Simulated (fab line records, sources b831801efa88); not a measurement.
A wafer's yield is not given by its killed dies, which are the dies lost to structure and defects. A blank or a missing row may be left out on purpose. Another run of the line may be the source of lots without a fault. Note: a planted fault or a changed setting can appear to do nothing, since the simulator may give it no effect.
Matching of chambers :: flow sfqLine :: 4 sister chambers for SFQ_TRILAYER_I4_CMP_CMP_100 on cmp-01
The step polishes SiO2. 4 wafers are shown with their chamber, then 6 later ones without.

== WAFERS WITH THEIR CHAMBER ==
wafer: L397.2
chamber: 0
motorCurrentA (A): 8.4

wafer: L397.6
chamber: 2
motorCurrentA (A): 11.9

wafer: L401.2
chamber: 1
motorCurrentA (A): 9.2

wafer: L401.1
chamber: 3
motorCurrentA (A): 8.5

== WAFERS WITHOUT THEIR CHAMBER ==
wafer: L404.1
motorCurrentA (A): 8.3

wafer: L404.4
motorCurrentA (A): 12.0

wafer: L404.5
motorCurrentA (A): 8.5

wafer: L405.1
motorCurrentA (A): 8.7

wafer: L405.5
motorCurrentA (A): 9.0

wafer: L405.6
motorCurrentA (A): 8.7

== EACH ONE'S CHAMBER ==
wafer: L404.1
from the rows above: can't be placed: 0 or 3
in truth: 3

wafer: L404.4
from the rows above: 2
in truth: 2

wafer: L404.5
from the rows above: can't be placed: 3 or 0
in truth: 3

wafer: L405.1
from the rows above: can't be placed: 3 or 0 or 1
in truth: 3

wafer: L405.5
from the rows above: can't be placed: 1 or 3
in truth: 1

wafer: L405.6
from the rows above: can't be placed: 3 or 0 or 1
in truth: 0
1 of 6 placed correctly. Cannot be placed on the basis of these rows: 5; the candidates contain the true chamber in 5. Number placed wrongly: 0.
How it was worked out, from the rows above alone: a wafer's distance from a chamber is the root of the sum, over the readings, of the square of ((its reading less the chamber's mean) divided by the reading's scatter). If the next closest chamber is less than 2 further off than the closest, the wafer can't be placed; otherwise it belongs to the closest. The mean given for a chamber averages the wafers shown for that chamber. The scatter (one wafer shown for each chamber): square how far every hidden wafer sits from the nearest shown wafer, average those squares and take the square root.
